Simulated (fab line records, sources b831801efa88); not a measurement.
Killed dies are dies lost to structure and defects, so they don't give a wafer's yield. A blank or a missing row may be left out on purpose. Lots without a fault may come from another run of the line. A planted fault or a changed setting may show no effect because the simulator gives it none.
Which tool did it? | flow sky130 | 14 lots, 42 wafers sampled, at 4 steps of a route of 708

WHAT THE GAUGES READ, wafer by wafer
SKY_VIA1_OVL_MEAS_13.
lot  | measured     | on         | VIA1_OVL (nm)
L172 | day 34 07:19 | overlay-01 | -14 -5 -6
L174 | day 34 21:04 | overlay-01 | 1 -9 -8
L175 | day 35 06:28 | overlay-02 | 0 -2 -5
L179 | day 36 14:01 | overlay-01 | -9 -2 -1
L180 | day 36 23:46 | overlay-01 | 0 5 3
L184 | day 38 00:28 | overlay-02 | -3 -6 0
L185 | day 38 07:28 | overlay-01 | -9 -12 -8
L187 | day 38 20:46 | overlay-02 | -1 0 -2
L189 | day 39 06:16 | overlay-01 | 4 -5 6
L190 | day 39 20:55 | overlay-02 | -6 -1 -6
L191 | day 40 06:22 | overlay-02 | 4 4 1
L192 | day 40 07:13 | overlay-01 | 0 6 -6
L194 | day 40 20:56 | overlay-02 | -3 -4 -4
L195 | day 41 04:07 | overlay-02 | -9 -7 -1

WHICH TOOL RAN EACH LOT (tool, then ch and the chambers of the sampled wafers, then the start)
lot  | SKY_METAL1_DESCUM_17              | SKY_METAL1_METAL_ETCH_19          | SKY_METAL1_STRIP_20
L172 | rie_metal-04 ch 0,1, day 33 03:12 | rie_metal-04 ch 0,1, day 33 03:18 | plasma_asher-03 ch 0,1, day 33 03:23
L174 | rie_metal-03 ch 0, day 33 16:54   | rie_metal-03 ch 0, day 33 17:05   | plasma_asher-04 ch 0,1, day 33 17:16
L175 | rie_metal-01 ch 0,1, day 34 02:24 | rie_metal-01 ch 0,1, day 34 02:30 | plasma_asher-03 ch 0,1, day 34 02:35
L179 | rie_metal-01 ch 1, day 35 10:07   | rie_metal-01 ch 1, day 35 10:19   | plasma_asher-02 ch 0, day 35 10:28
L180 | rie_metal-01 ch 1, day 35 19:30   | rie_metal-01 ch 1, day 35 19:41   | plasma_asher-04 ch 0,1, day 35 19:52
L184 | rie_metal-01 ch 0,1, day 36 21:21 | rie_metal-01 ch 0,1, day 36 21:27 | plasma_asher-03 ch 1, day 36 21:32
L185 | rie_metal-03 ch 0,1, day 37 04:06 | rie_metal-03 ch 0,1, day 37 04:12 | plasma_asher-04 ch 0,1, day 37 04:17
L187 | rie_metal-04 ch 0,1, day 37 16:55 | rie_metal-04 ch 0,1, day 37 17:01 | plasma_asher-04 ch 0,1, day 37 17:06
L189 | rie_metal-04 ch 0,1, day 38 02:54 | rie_metal-04 ch 0,1, day 38 03:00 | plasma_asher-02 ch 0,1, day 38 03:05
L190 | rie_metal-03 ch 0,1, day 38 18:30 | rie_metal-03 ch 0,1, day 38 18:36 | plasma_asher-04 ch 0,1, day 38 18:41
L191 | rie_metal-03 ch 0,1, day 39 03:57 | rie_metal-03 ch 0,1, day 39 04:03 | plasma_asher-02 ch 0,1, day 39 04:08
L192 | rie_metal-01 ch 1, day 39 05:07   | rie_metal-01 ch 1, day 39 05:19   | plasma_asher-02 ch 0,1, day 39 05:28
L194 | rie_metal-01 ch 0,1, day 39 19:13 | rie_metal-01 ch 0,1, day 39 19:22 | plasma_asher-04 ch 0,1, day 39 19:29
L195 | rie_metal-01 ch 0,1, day 40 02:16 | rie_metal-01 ch 0,1, day 40 02:22 | plasma_asher-04 ch 0,1, day 40 02:27
- SKY_METAL1_DESCUM_17: chemistry O2, time 8 s.
- SKY_METAL1_METAL_ETCH_19: etches the open film in Cl2/BCl3, stops on SiO2, target depth 360 nm, time 78 s.
- SKY_METAL1_STRIP_20: strips in O2/N2.

WHAT THE TOOLS THEMSELVES READ (means of the sampled wafers that have a number; where no wafer has one, the mark that the record gives instead)
SKY_METAL1_DESCUM_17.
lot  | tool         | drypump_motor_current_A (A) | oes_product_au (a.u.)
L172 | rie_metal-04 | 5.7                         | 1.009
L174 | rie_metal-03 | 5.9                         | 1.026
L175 | rie_metal-01 | 5.7                         | 1.002
L179 | rie_metal-01 | 5.5                         | 1.010
L180 | rie_metal-01 | 5.5                         | 1.007
L184 | rie_metal-01 | 5.7                         | 1.004
L185 | rie_metal-03 | 6.1                         | 1.027
L187 | rie_metal-04 | 5.8                         | 1.024
L189 | rie_metal-04 | 5.8                         | 1.020
L190 | rie_metal-03 | 6.1                         | 1.034
L191 | rie_metal-03 | 6.1                         | 1.030
L192 | rie_metal-01 | 5.5                         | 1.015
L194 | rie_metal-01 | 5.7                         | 1.003
L195 | rie_metal-01 | 5.7                         | 1.004

SKY_METAL1_METAL_ETCH_19.
lot  | tool         | drypump_motor_current_A (A) | oes_product_au (a.u.) | throttle_valve_pct (%)
L172 | rie_metal-04 | 5.7                         | 0.853                 | 22.267
L174 | rie_metal-03 | 5.9                         | 0.861                 | 22.261
L175 | rie_metal-01 | 5.7                         | 0.857                 | 22.266
L179 | rie_metal-01 | 5.5                         | 0.849                 | 22.270
L180 | rie_metal-01 | 5.5                         | 0.856                 | 22.262
L184 | rie_metal-01 | 5.7                         | 0.845                 | 22.263
L185 | rie_metal-03 | 6.1                         | 0.852                 | 22.261
L187 | rie_metal-04 | 5.8                         | 0.847                 | 22.267
L189 | rie_metal-04 | 5.8                         | 0.858                 | 22.254
L190 | rie_metal-03 | 6.1                         | 0.856                 | 22.269
L191 | rie_metal-03 | 6.1                         | 0.855                 | 22.264
L192 | rie_metal-01 | 5.5                         | 0.854                 | 22.264
L194 | rie_metal-01 | 5.7                         | 0.847                 | 22.273
L195 | rie_metal-01 | 5.7                         | 0.849                 | 22.264

SKY_METAL1_STRIP_20.
lot  | tool            | drypump_motor_current_A (A) | oes_product_au (a.u.) | strip_time_to_endpoint_s (s)
L172 | plasma_asher-03 | 6.0                         | 0.342                 | 2.63
L174 | plasma_asher-04 | 5.2                         | 0.338                 | 2.60
L175 | plasma_asher-03 | 6.1                         | 0.344                 | 2.71
L179 | plasma_asher-02 | 5.2                         | 0.348                 | 2.65
L180 | plasma_asher-04 | 5.7                         | 0.358                 | 3.00
L184 | plasma_asher-03 | 6.0                         | 0.360                 | 3.00
L185 | plasma_asher-04 | 5.2                         | 0.337                 | 2.53
L187 | plasma_asher-04 | 5.7                         | 0.342                 | 2.61
L189 | plasma_asher-02 | 5.1                         | 0.345                 | 2.61
L190 | plasma_asher-04 | 5.7                         | 0.335                 | 2.51
L191 | plasma_asher-02 | 5.1                         | 0.334                 | 2.54
L192 | plasma_asher-02 | 5.2                         | 0.339                 | 2.64
L194 | plasma_asher-04 | 5.2                         | 0.342                 | 2.68
L195 | plasma_asher-04 | 5.7                         | 0.337                 | 2.63

THE ANSWER, worked out from the rows above alone
Rule: what is usual is taken from the lots themselves. Put in order of their means at a reading, lots are off if they are a third of the lots or fewer, leave a main group of 4 or more, and stand apart from it by a gap of 3 or more times the standard deviation of the main group's means; of several such gaps the widest counts. A main group whose means are all the same, to the digits that the tables above print for the reading, isn't used. A lot without any number at a reading at which 4 lots or more have one is off too. The other lots that the step has rows for count as sound. The gauges are gone through in route order, then the tools' own readings, and for those a lot's mean is taken as printed above. The first step at which some lot is off is used, and at that step the reading that is off furthest; a lot without a number counts as furthest.
Off: L180, L184, at SKY_METAL1_STRIP_20 (strip_time_to_endpoint_s). The main group: mean 2.61 s, standard deviation 0.057.
A tool fits if, at that step or a process step before it, it ran every lot that is off, and no sound lot after the first of them. None of those tried fits.

WHAT THE SIMULATOR HAD PUT IN
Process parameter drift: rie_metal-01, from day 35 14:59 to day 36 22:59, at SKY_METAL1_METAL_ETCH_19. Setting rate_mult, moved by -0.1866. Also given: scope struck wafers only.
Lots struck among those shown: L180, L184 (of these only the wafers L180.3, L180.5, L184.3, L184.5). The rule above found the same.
